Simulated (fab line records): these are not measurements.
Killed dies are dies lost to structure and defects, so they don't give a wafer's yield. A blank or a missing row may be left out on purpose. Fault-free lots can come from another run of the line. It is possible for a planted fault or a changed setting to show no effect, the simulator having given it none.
A lot that was struck, set against a sound lot ; flow sky130 ; 15 steps out of a route of 708
Sound: the wafers L323.1, L323.3, L323.6. Wafers struck: L335.4, L335.5, L335.6. The cause is named last.
At each step with rows: each side's tool, then ch and its chambers, then its first start. Under that, the readings that differ: sound wafers ; struck wafers ; difference of the means ; sigmas: that difference in standard deviations of wafers without a fault.
alike: same words and numbers on both sides, and readings whose means sit less than 2 such deviations apart. not compared: any withheld reading, any reading some wafer has no value for, any bound like >300 that may hide the same value, and any number with overlapping values for which the record gives no deviation.
The two part at a step that has a row with sigmas, a row that says differs or no value, or rows on one side only. When numbers do not overlap yet have no deviation, they are printed without sigmas and do not part them. A reading that every wafer of one side lacks parts them only if that side has two wafers or more.

first, 7 steps without rows for these wafers: SKY_GATE_OXIDE_DEHYDRATE_03 (time 60 s); SKY_GATE_OXIDE_HMDS_04 (prime time 60 s); SKY_GATE_OXIDE_COAT_05 (resist thk 1140 nm); SKY_GATE_OXIDE_SOFTBAKE_06 (time 60 s); SKY_GATE_OXIDE_EXPOSE_07 (exposes mask LVOM, target cd 600 nm); SKY_GATE_OXIDE_PEB_08; SKY_GATE_OXIDE_DEVELOP_09 (develop time 60 s).
SKY_GATE_OXIDE_OVL_MEAS_10:
  sound on overlay-02, day 14 12:32; struck on overlay-02, day 18 14:11
  alike: GATE_OXIDE_OVL
then, 2 steps without rows for these wafers: SKY_GATE_OXIDE_IMPLANT_11; SKY_GATE_OXIDE_WET_ETCH_12 (etches SiO2 in dHF, target depth 16.8 nm, time 336 s).
SKY_GATE_OXIDE_STRIP_13: strips in O2/N2.
  sound on plasma asher-03 ch 0,1, day 14 12:49; struck on plasma asher-01 ch 0,1, day 18 14:29
reading;sound;struck;difference;sigmas
strip time to endpoint s (s);14.14 14.06 14.08;14.22 14.19 14.19;+0.11;+2
  alike: drypump motor current A, oes product au
  not compared: rf hours counter h
SKY_GATE_OXIDE_TW_MEAS_14:
  sound on film metro-03, day 14 12:55; struck on film metro-04, day 18 14:35
  alike: GATE_OXIDE_TW
SKY_GATE_OXIDE_CLEAN_15: cleans in SC1/SC2, time 150 s.
  sound on wet bench-01 ch 3, day 14 12:59; struck on wet bench-01 ch 0, day 18 14:37
reading;sound;struck;difference;sigmas
run length s (s);174 174 174;204 204 204;+30;+8
then, 1 step without rows for these wafers: SKY_GATE_OXIDE_OXIDATION_16 (stabilise 600 s, purge 300 s, target thk 3.57 nm).
-- record jumps: 30 days separate the struck wafers' starts on either side; left off in module GATE_OXIDE, taken up again in module PAD_OPEN, whose first shown step is the route's number 708 --
SKY_PAD_OPEN_PROBE_99:
  sound on prober-01, day 46 02:35; struck on prober-01, day 48 19:20
  alike: killed_at_M0_to_M3, killed_at_M4_up, killed at contacts, killed at front end, killed at other, killed dies, killed open, killed short

== WHERE THEY PART ==
Last at SKY_GATE_OXIDE_CLEAN_15 as far as this record goes, first at SKY_GATE_OXIDE_STRIP_13. Later steps at which nothing parts them and some readings are alike: SKY_PAD_OPEN_PROBE_99.

WHY: what had been put in by the simulator
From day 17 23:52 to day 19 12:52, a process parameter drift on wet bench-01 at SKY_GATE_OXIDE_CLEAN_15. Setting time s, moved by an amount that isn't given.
